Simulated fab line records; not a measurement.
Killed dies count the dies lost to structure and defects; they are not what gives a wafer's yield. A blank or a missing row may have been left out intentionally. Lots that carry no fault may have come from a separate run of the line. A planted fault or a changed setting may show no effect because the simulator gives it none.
fab line records	flow sfqLine
record: lots: 7	wafers: 21	lastDay: 89
route steps=325 shown R5@220 I5@228
lots that met no fault: taken from a fault-free run of the same line
startH: the number of hours between the record's first day and the start of the first shown wafer of the lot	waitH: how many hours have passed since the lot's step before this one	" unchanged from the row above	L1.1+2: one row covering several wafers at once	- no value, or no start given	* or withheld: withheld	< > ~ a bound
route shown NAME@n: a module of which the file shows steps, and the number in the route of the first	usual: mean/standard deviation taken from wafers without a fault	same: alike in all rows	chamber/n: place in a boat	sites: readings site by site	_std_site: standard deviation of those values	_edge_site: outer sites' mean less inner sites'	radiusMm: for every site, how far away it sits from the centre of the wafer	mask NAME#n: copy n	behind: the tool/chamber that last shaped the wafer	hold: why the lot went on hold/how many hours it stayed there/how the hold came to an end	device: the transistor (n, p or np) that didn't switch	end of line: the tests these same wafers got at the end of their route	a step with no rows: only its recipe	killed: count of dies lost to structure and defects at first sort (not the wafer's yield)	map: per-die view of a wafer (x killed, . not killed, _ where there is no die)
set.NAME: setting as actually run; set.NAME@STEP: the setting as run at that earlier step	model.NAME: the simulator's own value behind a step, which no gauge read
lots at selected steps of the route; one table per step, one row per wafer
services: from which hour (startH, from the record's first day; less than 0 if before it) a tool's chamber was out of use, for how many hours, and why
== steps ==
step: SFQ_TRILAYER_R5_LITHO_EXPOSE_137
recipe: maskId: R5	na: 0.6	sourceShape: conventional	sigmaOuter: 0.65	targetCdNm: 500	doseMj: 14.4
step: SFQ_TRILAYER_R5_LITHO_PEB_139
recipe: pebTempC: 115	pebTimeS: 60	resist: KrF
step: SFQ_TRILAYER_R5_LITHO_DEVELOP_138
recipe: timeS: 60	resist: KrF
step: SFQ_R5_OVL_MEAS_935
usual: R5_OVL: -2/5.3
lot.wafer	tool	chamber	startH	waitH	R5_OVL[nm]
L311.1	overlay-01	-	1635.61	0.1	-3
L311.2	"	-	"	"	-10
L311.3	"	-	"	"	1
L313.1	overlay-01	-	1647.61	0.1	2
L313.2	"	-	"	"	-2
L313.3	"	-	"	"	3
L314.3	overlay-01	-	1663.22	0.1	-1
L314.5	"	-	"	"	-2
L314.6	"	-	"	"	1
L317.2	overlay-01	-	1711.05	0.1	-3
L317.4	"	-	"	"	-2
L317.5	"	-	"	"	-1
L318.2	overlay-01	-	1714.87	0.1	6
L318.3	"	-	"	"	2
L318.6	"	-	"	"	-3
L319.1	overlay-01	-	1716.07	0.1	-3
L319.2	"	-	"	"	-2
L319.4	"	-	"	"	1
L320.1	overlay-01	-	1717.27	0.1	5
L320.2	"	-	"	"	1
L320.3	"	-	"	"	2
step: SFQ_TRILAYER_R5_BARC_OPEN_METAL_ETCH_177
recipe: maskMaterial: PR	chemistry: O2	targetDepthNm: 125	target: BARC	icpW: 600	biasW: 80	pressureMtorr: 10	timeS: 41.7
usual: drypumpMotorCurrentA: 6.1/0.49	oesProductAu: 0.685/0.0043
lot.wafer	tool	chamber	startH	waitH	drypumpMotorCurrentA	oesProductAu	rfHoursCounterH
L311.1	rieMetal-03	0	1635.65	0.0	6.4	0.687	71
L311.2	"	1	"	"	6.0	0.683	64
L311.3	"	0	"	"	6.4	0.684	-
L313.1	rieMetal-01	0	1647.65	0.0	5.4	0.686	23
L313.2	"	1	"	"	5.6	0.681	85
L313.3	"	0	"	"	5.4	0.688	-
L314.3	rieMetal-04	1	1663.27	0.0	6.6	0.682	-
L314.5	"	1	"	"	6.6	0.684	-
L314.6	"	0	"	"	6.5	0.682	-
L317.2	rieMetal-01	1	1711.08	0.0	5.6	0.688	96
L317.4	"	0	"	"	5.4	0.687	-
L317.5	"	1	"	"	5.6	0.690	-
L318.2	rieMetal-01	0	1714.90	0.0	5.4	0.684	34
L318.3	"	0	"	"	5.4	0.691	-
L318.6	"	1	"	"	5.6	0.680	-
L319.1	rieMetal-04	0	1716.10	0.0	6.4	0.694	33
L319.2	"	1	"	"	6.7	0.681	43
L319.4	"	0	"	"	6.5	0.685	-
L320.1	rieMetal-01	1	1717.30	0.0	5.6	0.682	97
L320.2	"	0	"	"	5.4	0.687	35
L320.3	"	0	"	"	5.4	0.685	-
step: SFQ_TRILAYER_R5_ETCH_METAL_ETCH_139
recipe: stopOn: SiO2	maskMaterial: PR	chemistry: Cl2	targetDepthNm: 60	icpW: 600	biasW: 80	pressureMtorr: 10	timeS: 40
usual: drypumpMotorCurrentA: 6.1/0.49	oesProductAu: 0.990/0.0053
lot.wafer	tool	chamber	startH	waitH	drypumpMotorCurrentA	oesProductAu	rfHoursCounterH
L311.1	rieMetal-03	0	1635.71	0.0	6.4	0.992	71
L311.2	"	1	"	"	6.0	0.995	64
L311.3	"	0	"	"	6.4	0.988	-
L313.1	rieMetal-01	0	1647.71	0.0	5.4	0.983	23
L313.2	"	1	"	"	5.6	0.981	85
L313.3	"	0	"	"	5.4	0.987	-
L314.3	rieMetal-04	1	1663.33	0.0	6.6	0.989	-
L314.5	"	1	"	"	6.6	0.988	-
L314.6	"	0	"	"	6.5	0.989	-
L317.2	rieMetal-01	1	1711.14	0.0	5.6	0.988	96
L317.4	"	0	"	"	5.4	0.988	-
L317.5	"	1	"	"	5.6	0.982	-
L318.2	rieMetal-01	0	1714.96	0.0	5.4	0.996	34
L318.3	"	0	"	"	5.4	0.986	-
L318.6	"	1	"	"	5.6	0.991	-
L319.1	rieMetal-04	0	1716.16	0.0	6.5	0.988	33
L319.2	"	1	"	"	6.6	0.989	43
L319.4	"	0	"	"	6.5	0.984	-
L320.1	rieMetal-01	1	1717.36	0.0	5.6	0.990	97
L320.2	"	0	"	"	5.3	0.984	35
L320.3	"	0	"	"	5.3	0.980	-
step: SFQ_TRILAYER_R5_STRIP_STRIP_140
recipe: gas: O2	powerW: 200	platenTempC: 40	overashFraction: 0.65	chemistry: O2	pressureMtorr: 50
usual: drypumpMotorCurrentA: 6.1/0.48	oesProductAu: 1.003/0.0079
lot.wafer	tool	chamber	startH	waitH	drypumpMotorCurrentA	oesProductAu	rfHoursCounterH
L311.1	rieMetal-03	0	1635.76	0.0	6.4	1.007	71
L311.2	"	1	"	"	6.0	1.005	64
L311.3	"	0	"	"	6.4	1.006	-
L313.1	rieMetal-01	0	1647.76	0.0	5.4	0.997	23
L313.2	"	1	"	"	5.6	0.995	86
L313.3	"	0	"	"	5.3	1.002	-
L314.3	rieMetal-04	1	1663.56	0.2	6.7	1.004	-
L314.5	"	1	"	"	6.7	1.000	-
L314.6	"	0	"	"	6.5	1.002	-
L317.2	rieMetal-01	1	1711.19	0.0	5.6	0.991	96
L317.4	"	0	"	"	5.4	0.996	-
L317.5	"	1	"	"	5.6	0.980	-
L318.2	rieMetal-01	0	1715.02	0.0	5.4	1.003	34
L318.3	"	0	"	"	5.4	1.010	-
L318.6	"	1	"	"	5.6	1.000	-
L319.1	rieMetal-04	0	1716.22	0.0	6.5	0.992	33
L319.2	"	1	"	"	6.6	1.005	43
L319.4	"	0	"	"	6.4	0.993	-
L320.1	rieMetal-01	1	1717.42	0.0	5.6	0.992	97
L320.2	"	0	"	"	5.4	0.995	35
L320.3	"	0	"	"	5.4	0.997	-
step: SFQ_TRILAYER_R5_STRIP_SOLV_CLEAN_141
recipe: chemistry: NMP	tempC: 70	timeS: 600
step: SFQ_TRILAYER_A5C_DEP_PECVD_142
recipe: material: SiO2	tempC: 150	timeS: 15.556	pressureTorr: 2.4	rfW: 183.3	precursor: SiH4/N2O	targetThkNm: 70
usual: heaterPowerW: 94/13	throttleValvePct: 24.6/1.3
lot.wafer	tool	chamber	startH	waitH	heaterPowerW	throttleValvePct
L311.1	pecvd-02	2	1636.71	0.0	104	25.4
L311.2	"	1	"	"	78	25.3
L311.3	"	0	"	"	106	23.3
L313.1	pecvd-03	2	1648.54	0.0	60	24.4
L313.2	"	0	"	"	103	26.5
L313.3	"	1	"	"	88	24.3
L314.3	pecvd-01	2	1664.14	0.0	104	25.4
L314.5	"	0	"	"	92	25.6
L314.6	"	2	"	"	104	25.2
L317.2	pecvd-03	2	1711.97	0.0	70	24.7
L317.4	"	0	"	"	100	27.0
L317.5	"	2	"	"	71	24.5
L318.2	pecvd-02	0	1715.79	0.0	104	23.9
L318.3	"	1	"	"	83	25.3
L318.6	"	0	"	"	88	23.7
L319.1	pecvd-01	1	1716.99	0.0	108	22.1
L319.2	"	2	"	"	96	23.5
L319.4	"	1	"	"	110	22.0
L320.1	pecvd-02	0	1718.19	0.0	89	23.5
L320.2	"	1	"	"	89	25.3
L320.3	"	0	"	"	92	23.5
step: SFQ_TRILAYER_I5_LITHO_COAT_149
recipe: resist: BARC	spinRpm: 3000	resistThkNm: 62
step: SFQ_TRILAYER_I5_LITHO_COAT_144
recipe: resist: KrF	spinRpm: 3000	resistThkNm: 650
step: SFQ_TRILAYER_I5_LITHO_SOFTBAKE_148
recipe: tempC: withheld	timeS: withheld	resist: KrF
step: SFQ_TRILAYER_I5_LITHO_EXPOSE_145
recipe: maskId: I5	na: 0.6	sourceShape: conventional	sigmaOuter: 0.65	targetCdNm: 700	doseMj: 21.3
usual: exposureDoseMJCm2: 21.298/0.021
lot.wafer	tool	chamber	startH	waitH	mask	exposureDoseMJCm2
L311.1	krfScanner-02	0	1647.57	-	I5#0	21.306
L311.2	"	0	"	"	I5#0	21.276
L311.3	"	0	"	"	I5#0	21.276
L313.1	krfScanner-02	0	1659.57	-	I5#0	21.309
L313.2	"	0	"	"	I5#0	21.326
L313.3	"	0	"	"	I5#0	21.303
L314.3	krfScanner-01	0	1680.24	-	I5#0	21.312
L314.5	"	0	"	"	I5#0	21.332
L314.6	"	0	"	"	I5#0	21.293
L317.2	krfScanner-02	0	1715.84	-	I5#0	21.292
L317.4	"	0	"	"	I5#0	21.264
L317.5	"	0	"	"	I5#0	21.287
L318.2	krfScanner-02	0	1717.04	-	I5#0	20.823
L318.3	"	0	"	"	I5#0	20.801
L318.6	"	0	"	"	I5#0	20.804
L319.1	krfScanner-02	0	1718.04	-	I5#0	20.824
L319.2	"	0	"	"	I5#0	20.785
L319.4	"	0	"	"	I5#0	20.809
L320.1	krfScanner-02	0	1719.24	-	I5#0	20.817
L320.2	"	0	"	"	I5#0	20.842
L320.3	"	0	"	"	I5#0	20.809
step: SFQ_TRILAYER_I5_LITHO_PEB_147
recipe: pebTempC: 115	pebTimeS: 60	resist: KrF
step: SFQ_TRILAYER_I5_LITHO_DEVELOP_146
recipe: timeS: 60	resist: KrF
step: SFQ_I5_OVL_MEAS_936
usual: I5_OVL: 2/4.5
lot.wafer	tool	chamber	startH	waitH	I5_OVL[nm]
L311.1	overlay-02	-	1649.07	0.1	5
L311.2	"	-	"	"	1
L311.3	"	-	"	"	0
L313.1	overlay-02	-	1661.07	0.1	12
L313.2	"	-	"	"	9
L313.3	"	-	"	"	7
L314.3	overlay-02	-	1681.35	0.1	-2
L314.5	"	-	"	"	-4
L314.6	"	-	"	"	-3
L317.2	overlay-02	-	1717.15	0.1	-3
L317.4	"	-	"	"	0
L317.5	"	-	"	"	-3
L318.2	overlay-02	-	1718.35	0.1	6
L318.3	"	-	"	"	6
L318.6	"	-	"	"	5
L319.1	overlay-02	-	1719.54	0.1	8
L319.2	"	-	"	"	4
L319.4	"	-	"	"	3
L320.1	overlay-02	-	1720.74	0.1	3
L320.2	"	-	"	"	-3
L320.3	"	-	"	"	-1
step: SFQ_TRILAYER_I5_BARC_OPEN_VIA_ETCH_200
recipe: maskMaterial: PR	chemistry: O2	targetDepthNm: 125	target: BARC	sourceW: 500	biasW: 80	pressureMtorr: 30	timeS: 41.7
usual: drypumpMotorCurrentA: 5.6/0.4	oesProductAu: 0.685/0.0045
lot.wafer	tool	chamber	startH	waitH	drypumpMotorCurrentA	oesProductAu	rfHoursCounterH	model.I5.cdNm
L311.1	rieDiel-04	2	1649.10	0.0	5.5	0.686	15	703.1
L311.2	"	3	"	"	5.9	0.678	2	702.4
L311.3	"	0	"	"	5.4	0.684	9	702.9
L313.1	rieDiel-03	0	1661.10	0.0	5.6	0.684	17	701.1
L313.2	"	3	"	"	5.7	0.688	10	701.6
L313.3	"	2	"	"	4.7	0.689	1	700.8
L314.3	rieDiel-04	2	1681.37	0.0	5.5	0.690	15	701.6
L314.5	"	1	"	"	6.2	0.688	-	701.5
L314.6	"	2	"	"	5.5	0.682	-	701.1
L317.2	rieDiel-01	1	1717.18	0.0	5.4	0.682	14	699.6
L317.4	"	3	"	"	5.4	0.685	7	699.9
L317.5	"	1	"	"	5.4	0.690	-	700.4
L318.2	rieDiel-03	3	1718.38	0.0	5.7	0.687	11	696.1
L318.3	"	2	"	"	4.7	0.679	2	695.4
L318.6	"	2	"	"	4.7	0.694	-	696.6
L319.1	rieDiel-04	3	1719.58	0.0	5.9	0.689	3	697
L319.2	"	2	"	"	5.5	0.686	16	696.2
L319.4	"	0	"	"	5.5	0.683	10	696.4
L320.1	rieDiel-01	2	1720.78	0.0	5.5	0.687	13	695.8
L320.2	"	1	"	"	5.4	0.690	14	696.9
L320.3	"	3	"	"	5.5	0.678	7	695.1
step: SFQ_TRILAYER_I5_ETCH_VIA_ETCH_147
recipe: stopOn: Nb	maskMaterial: PR	chemistry: CHF3	targetDepthNm: 360	sourceW: 500	biasW: 80	pressureMtorr: 30	timeS: withheld
usual: drypumpMotorCurrentA: 5.6/0.4	oesProductAu: 0.989/0.0054
lot.wafer	tool	chamber	startH	waitH	drypumpMotorCurrentA	oesProductAu	model.I5.cdNm
L311.1	rieDiel-04	2	1649.14	0.0	5.5	0.992	704.4
L311.2	"	3	"	"	5.9	0.992	701.6
L311.3	"	0	"	"	5.5	0.991	700.7
L313.1	rieDiel-03	0	1661.14	0.0	5.6	0.987	703.6
L313.2	"	3	"	"	5.8	0.988	702.5
L313.3	"	2	"	"	4.7	0.987	700.3
L314.3	rieDiel-04	2	1681.41	0.0	5.5	0.991	702.5
L314.5	"	1	"	"	6.2	0.982	703.6
L314.6	"	2	"	"	5.5	0.986	701.6
L317.2	rieDiel-01	1	1717.22	0.0	5.4	0.990	698.2
L317.4	"	3	"	"	5.4	0.980	699.7
L317.5	"	1	"	"	5.4	0.992	700.2
L318.2	rieDiel-03	3	1718.42	0.0	5.7	0.985	694.3
L318.3	"	2	"	"	4.7	0.986	695.6
L318.6	"	2	"	"	4.7	0.979	695.1
L319.1	rieDiel-04	3	1719.62	0.0	5.9	0.991	697.4
L319.2	"	2	"	"	5.5	0.978	698.5
L319.4	"	0	"	"	5.5	0.998	696.8
L320.1	rieDiel-01	2	1720.82	0.0	5.5	0.984	695.5
L320.2	"	1	"	"	5.4	0.997	694.9
L320.3	"	3	"	"	5.4	0.991	694.9
step: SFQ_TRILAYER_I5_STRIP_STRIP_148
recipe: gas: O2	powerW: 200	platenTempC: 40	overashFraction: 0.65	chemistry: O2	pressureMtorr: 50
usual: drypumpMotorCurrentA: 6.1/0.33	oesProductAu: 1.002/0.0083
lot.wafer	tool	chamber	startH	waitH	drypumpMotorCurrentA	oesProductAu	rfHoursCounterH
L311.1	rieMetal-04	0	1649.29	-	6.5	1.012	26
L311.2	"	1	"	"	6.6	1.002	36
L311.3	"	0	"	"	6.5	1.013	-
L313.1	rieMetal-03	0	1661.29	-	6.4	0.995	76
L313.2	"	1	"	"	6.0	0.995	69
L313.3	"	1	"	"	6.1	1.002	-
L314.3	rieMetal-03	0	1681.76	-	6.4	1.018	-
L314.5	"	0	"	"	6.4	1.005	-
L314.6	"	1	"	"	6.0	0.999	-
L317.2	rieMetal-02	0	1717.37	-	6.1	0.996	95
L317.4	"	0	"	"	6.0	0.988	-
L317.5	"	1	"	"	5.6	1.004	-
L318.2	rieMetal-04	0	1718.57	-	6.5	1.011	34
L318.3	"	1	"	"	6.6	1.001	-
L318.6	"	1	"	"	6.6	1.010	-
L319.1	rieMetal-02	0	1719.77	-	6.0	0.988	96
L319.2	"	1	"	"	5.6	1.001	44
L319.4	"	0	"	"	6.1	0.996	-
L320.1	rieMetal-03	0	1720.97	-	6.4	1.003	85
L320.2	"	1	"	"	6.0	1.007	78
L320.3	"	1	"	"	6.0	1.000	-
== services ==
tool	chamber	startH	hours	kind
krfScanner-02	-	1615.73	0.5	repair
krfScanner-02	-	1622.57	1.0	pm
pecvd-01	1	1626.71	4.2	repair
pecvd-01	2	1635.32	5.9	repair
pecvd-03	-	1658.99	0.8	pm
krfScanner-02	-	1667.97	4.4	pm
rieDiel-01	0	1671.36	8.2	repair
krfScanner-01	-	1682.99	1.0	pm
rieDiel-03	1	1685.58	2.1	repair
pecvd-01	-	1686.25	14.0	pm
pecvd-01	0	1686.25	14.0	ventCycle
pecvd-01	1	1686.25	14.0	ventCycle
pecvd-01	2	1686.25	14.0	ventCycle
rieDiel-01	0	1694.55	10.4	repair
pecvd-02	2	1700.89	19.7	repair
pecvd-01	-	1701.32	2.2	repair
rieMetal-01	-	1702.78	0.2	repair
pecvd-02	1	1704.15	2.7	repair
krfScanner-01	-	1705.41	4.4	pm
krfScanner-02	-	1710.74	1.3	pm
krfScanner-01	-	1712.07	1.3	pm
pecvd-03	2	1712.30	10.2	repair
pecvd-03	1	1719.95	4.0	repair
krfScanner-02	-	1720.44	4.0	pm
== key ==
firstSign: step: SFQ_TRILAYER_I5_LITHO_EXPOSE_145	reading: exposureDoseMJCm2	direction: down	sigmas: 23	usual: 21.298	struck: 20.813
effect none on later readings
modelEffect: step: SFQ_TRILAYER_I5_BARC_OPEN_VIA_ETCH_200	value: I5.cdNm	without: 699.9	struck: 696.1
modelEffect: step: SFQ_TRILAYER_I5_ETCH_VIA_ETCH_147	value: I5.cdNm	without: 699.7	struck: 695.9
metAt SFQ_TRILAYER_I5_LITHO_EXPOSE_145
struckWafers L318.2,L318.3,L318.6,L319.1,L319.2,L319.4,L320.1,L320.2,L320.3
fault: kind: processParameterDrift	tool: krfScanner-02	chamber: -	onsetH: 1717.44	steps: SFQ_TRILAYER_I5_LITHO_EXPOSE_145	channel: doseMj	offset: -0.49107	shape: step	actsIn: theseRecipesOnly	stated: 21.3
